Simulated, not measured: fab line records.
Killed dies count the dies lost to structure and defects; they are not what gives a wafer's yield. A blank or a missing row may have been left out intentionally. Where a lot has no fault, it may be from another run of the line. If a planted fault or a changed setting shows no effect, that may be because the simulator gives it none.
Which of the tools did it? | flow sky130 | 12 lots, 36 wafers sampled, at 5 steps of a route of 708

## WHAT THE GAUGES READ, wafer by wafer
The record holds no reading of a measuring or inspecting step that can be judged against a usual standard deviation.

## TOOL THAT RAN EACH LOT (tool first, then ch and the chambers of the sampled wafers, then the start)
lot  | SKY_VIA4_CVD_18               | SKY_METAL5_SPUTTER_00        | SKY_METAL5_SPUTTER_03        | SKY_METAL5_STRIP_16                  | SKY_PAD_OPEN_PROBE_99
L136 | cvd w-01 ch 0,1, day 42 23:53 | pvd sputter-04, day 43 00:31 | pvd sputter-04, day 43 00:37 | plasma asher-01 ch 0,1, day 44 00:17 | prober-02, day 45 22:31
L137 | cvd w-02 ch 0,1, day 43 20:00 | pvd sputter-04, day 43 20:38 | pvd sputter-04, day 43 20:44 | plasma asher-01 ch 0,1, day 44 19:21 | prober-01, day 46 17:54
L138 | cvd w-01 ch 0,1, day 43 20:40 | pvd sputter-03, day 43 21:18 | pvd sputter-03, day 43 21:24 | plasma asher-04 ch 0,1, day 44 19:59 | prober-02, day 46 18:11
L141 | cvd w-02 ch 0,1, day 44 13:12 | pvd sputter-04, day 44 13:50 | pvd sputter-04, day 44 13:56 | plasma asher-04 ch 0,1, day 45 12:03 | prober-02, day 47 09:10
L143 | cvd w-02 ch 0,1, day 45 11:43 | pvd sputter-04, day 45 12:17 | pvd sputter-04, day 45 12:23 | plasma asher-01 ch 0,1, day 46 09:38 | prober-01, day 48 06:22
L145 | cvd w-02 ch 0,1, day 45 23:17 | pvd sputter-03, day 45 23:55 | pvd sputter-03, day 46 00:01 | plasma asher-01 ch 0,1, day 46 21:03 | prober-01, day 48 16:19
L147 | cvd w-02 ch 0,1, day 46 08:04 | pvd sputter-03, day 46 08:41 | pvd sputter-03, day 46 08:47 | plasma asher-03 ch 0,1, day 47 05:47 | prober-02, day 49 00:37
L148 | cvd w-02 ch 0,1, day 46 12:59 | pvd sputter-02, day 46 13:37 | pvd sputter-02, day 46 13:43 | plasma asher-03 ch 0,1, day 47 11:06 | prober-02, day 49 04:13
L152 | cvd w-01 ch 0,1, day 48 02:29 | pvd sputter-02, day 48 03:07 | pvd sputter-02, day 48 03:13 | plasma asher-03 ch 0,1, day 48 22:28 | prober-02, day 50 12:56
L153 | cvd w-01 ch 0,1, day 48 13:35 | pvd sputter-04, day 48 14:13 | pvd sputter-04, day 48 14:19 | plasma asher-03 ch 0,1, day 49 09:23 | prober-01, day 50 23:10
L154 | cvd w-01 ch 0,1, day 48 16:44 | pvd sputter-04, day 48 17:22 | pvd sputter-04, day 48 17:28 | plasma asher-04 ch 0,1, day 49 12:18 | prober-02, day 51 02:08
L159 | cvd w-02 ch 0,1, day 49 07:55 | pvd sputter-02, day 49 08:33 | pvd sputter-02, day 49 08:39 | plasma asher-01 ch 0,1, day 50 02:14 | prober-01, day 51 14:06
- SKY_VIA4_CVD_18: deposits W, target thk 505 nm, time 152.14 s.
- SKY_METAL5_SPUTTER_00: material Ti, target thk 15 nm, time 10 s.
- SKY_METAL5_SPUTTER_03: material Ti, target thk 5 nm, time 3.3 s.
- SKY_METAL5_STRIP_16: strips in O2/N2.
- SKY_PAD_OPEN_PROBE_99

## AS READ BY THE TOOLS THEMSELVES (means over the sampled wafers that have a number; for cases with no such wafer, the mark the record gives instead)
SKY_VIA4_CVD_18. Usual: 776 W for heater power w, sd 36.
lot  | tool     | heater power w (W) | flag
L136 | cvd w-01 | 749                |
L137 | cvd w-02 | 789                |
L138 | cvd w-01 | 766                |
L141 | cvd w-02 | 769                |
L143 | cvd w-02 | 770                |
L145 | cvd w-02 | 769                |
L147 | cvd w-02 | 768                |
L148 | cvd w-02 | 781                |
L152 | cvd w-01 | 774                |
L153 | cvd w-01 | 753                |
L154 | cvd w-01 | 748                |
L159 | cvd w-02 | 765                |

SKY_METAL5_SPUTTER_00. Usual: 30.0 % for throttle valve pct, sd 0.99.
lot  | tool           | throttle valve pct (%) | flag
L136 | pvd sputter-04 | 29.9                   |
L137 | pvd sputter-04 | 30.0                   |
L138 | pvd sputter-03 | 29.8                   |
L141 | pvd sputter-04 | 30.0                   |
L143 | pvd sputter-04 | 30.0                   |
L145 | pvd sputter-03 | 29.9                   |
L147 | pvd sputter-03 | 30.0                   |
L148 | pvd sputter-02 | 30.1                   |
L152 | pvd sputter-02 | 30.3                   |
L153 | pvd sputter-04 | 30.2                   |
L154 | pvd sputter-04 | 30.5                   |
L159 | pvd sputter-02 | 28.7                   |

SKY_METAL5_SPUTTER_03. Usual: 30.0 % for throttle valve pct, sd 1.
lot  | tool           | throttle valve pct (%) | flag
L136 | pvd sputter-04 | 29.8                   |
L137 | pvd sputter-04 | 30.1                   |
L138 | pvd sputter-03 | 29.8                   |
L141 | pvd sputter-04 | 29.9                   |
L143 | pvd sputter-04 | 30.0                   |
L145 | pvd sputter-03 | 29.7                   |
L147 | pvd sputter-03 | 29.9                   |
L148 | pvd sputter-02 | 30.2                   |
L152 | pvd sputter-02 | 30.3                   |
L153 | pvd sputter-04 | 30.3                   |
L154 | pvd sputter-04 | 30.3                   |
L159 | pvd sputter-02 | 28.5                   |

SKY_METAL5_STRIP_16. Usual: chamber pressure mTorr 1500.1 mTorr, standard deviation 1.6; drypump motor current A 5.4 A, standard deviation 0.53; oes product au 0.710 a.u., standard deviation 0.0041; strip time to endpoint s 13.02 s, standard deviation 0.11.
lot  | tool            | chamber pressure mTorr (mTorr) | drypump motor current A (A) | oes product au (a.u.) | strip time to endpoint s (s) | flag
L136 | plasma asher-01 | 1500.5                         | 5.4                         | 0.708                 | 12.95                        |
L137 | plasma asher-01 | 1499.3                         | 5.4                         | 0.705                 | 13.11                        |
L138 | plasma asher-04 | 1500.4                         | 5.1                         | 0.714                 | 12.93                        |
L141 | plasma asher-04 | 1499.0                         | 5.1                         | 0.708                 | 13.09                        |
L143 | plasma asher-01 | 1498.8                         | 5.4                         | 0.708                 | 13.10                        |
L145 | plasma asher-01 | 1500.4                         | 5.4                         | 0.708                 | 13.07                        |
L147 | plasma asher-03 | 1501.3                         | 6.2                         | 0.710                 | 13.18                        |
L148 | plasma asher-03 | 1499.1                         | 6.1                         | 0.712                 | 13.00                        |
L152 | plasma asher-03 | 1502.7                         | 6.0                         | 0.714                 | 13.07                        |
L153 | plasma asher-03 | -                              | -                           | -                     | -                            | OFF
L154 | plasma asher-04 | -                              | -                           | -                     | -                            | OFF
L159 | plasma asher-01 | 1500.6                         | 5.2                         | 0.710                 | 13.10                        |

SKY_PAD_OPEN_PROBE_99. Usual: defect limited yield 82.2 %, standard deviation 2.1; killed_at_M0_to_M3 44, standard deviation 7.4; killed_at_M4_up 3.1, standard deviation 1.8; killed at contacts 25, standard deviation 6; killed at front end 15, standard deviation 4.4; killed at other 0.3, standard deviation 0.49; killed dies 88, standard deviation 10; killed on rim 17, standard deviation 3.6; killed open 48, standard deviation 7.4; killed short 39, standard deviation 6.3; sort_bin_3_pad_short 0.9 %, standard deviation 0.4; sort_bin_5_function 10.5 %, standard deviation 1.5; sort_bin_6_memory 6.5 %, standard deviation 1.3; sort n pass 404, standard deviation 10; sort yield pct 82.2 %, standard deviation 2.1.
lot  | tool      | defect limited yield (%) | killed_at_M0_to_M3 | killed_at_M4_up | killed at contacts | killed at front end | killed at other | killed dies | killed on rim | killed open | killed short | sort_bin_3_pad_short (%) | sort_bin_5_function (%) | sort_bin_6_memory (%) | sort n pass | sort yield pct (%) | flag
L136 | prober-02 | 82.0                     | 44                 | 2.0             | 27                 | 15                  | 0.0             | 89          | 18            | 53          | 35           | 0.7                      | 11.8                    | 5.6                   | 403         | 82.0               |
L137 | prober-01 | 79.6                     | 44                 | 5.0             | 29                 | 22                  | 0.0             | 100         | 20            | 54          | 46           | 0.9                      | 11.3                    | 8.1                   | 392         | 79.6               |
L138 | prober-02 | 83.2                     | 46                 | 3.7             | 21                 | 12                  | 0.3             | 83          | 12            | 43          | 40           | 1.1                      | 9.7                     | 6.0                   | 409         | 83.2               |
L141 | prober-02 | 80.8                     | 50                 | 3.7             | 25                 | 16                  | 0.3             | 95          | 18            | 50          | 45           | 1.2                      | 12.0                    | 6.0                   | 397         | 80.8               |
L143 | prober-01 | 82.2                     | 31                 | 4.3             | 33                 | 19                  | 0.3             | 87          | 17            | 48          | 39           | 0.7                      | 9.7                     | 7.3                   | 405         | 82.2               |
L145 | prober-01 | 81.8                     | 39                 | 1.7             | 28                 | 21                  | 0.0             | 90          | 15            | 50          | 40           | 1.0                      | 10.9                    | 6.3                   | 402         | 81.8               |
L147 | prober-02 | 83.2                     | 39                 | 3.3             | 27                 | 13                  | 0.0             | 83          | 19            | 49          | 33           | 1.0                      | 10.3                    | 5.5                   | 409         | 83.2               |
L148 | prober-02 | 81.2                     | 49                 | 6.0             | 30                 | 8                   | 0.0             | 93          | 16            | 49          | 44           | 0.9                      | 11.2                    | 6.8                   | 399         | 81.2               |
L152 | prober-02 | 81.7                     | 47                 | 3.3             | 26                 | 13                  | 0.3             | 90          | 22            | 50          | 40           | 0.7                      | 10.9                    | 6.8                   | 402         | 81.7               |
L153 | prober-01 | 81.5                     | 42                 | 3.3             | 26                 | 20                  | 0.0             | 91          | 17            | 50          | 41           | 0.8                      | 11.7                    | 6.0                   | 401         | 81.5               |
L154 | prober-02 | 81.4                     | 44                 | 2.7             | 29                 | 16                  | 0.0             | 92          | 20            | 52          | 39           | 0.8                      | 10.1                    | 7.7                   | 400         | 81.4               |
L159 | prober-01 | 81.6                     | 40                 | 2.0             | 31                 | 17                  | 0.0             | 90          | 20            | 52          | 39           | 1.0                      | 11.2                    | 6.2                   | 402         | 81.6               |

## THE ANSWER, worked out from the rows above alone
Rule: take the mean of a lot's wafers that have a number; if it is more than 3 standard deviations from the usual mean, the lot is off. Also off: a lot with no number at a reading for which 4 or more lots have one. Where the step has rows for the other lots, those lots are counted as sound. First the gauges in route order, then the tools' own readings, where a lot's mean is used as printed above. At the first step where some lot is off, the reading lying furthest off is the one used; lots without a number count as furthest.
Off, at SKY_METAL5_STRIP_16 on chamber pressure mTorr: L153, L154. Without a number there: L153, L154.
If a tool, at that step or one of the process steps before it, ran each lot that is off and ran no sound lot following the first of them, it fits. This does not decide it: 2 tools fit, namely cvd w-01 at SKY_VIA4_CVD_18 and pvd sputter-04 at SKY_METAL5_SPUTTER_00 and SKY_METAL5_SPUTTER_03.

## WHAT WAS PUT IN BY THE SIMULATOR
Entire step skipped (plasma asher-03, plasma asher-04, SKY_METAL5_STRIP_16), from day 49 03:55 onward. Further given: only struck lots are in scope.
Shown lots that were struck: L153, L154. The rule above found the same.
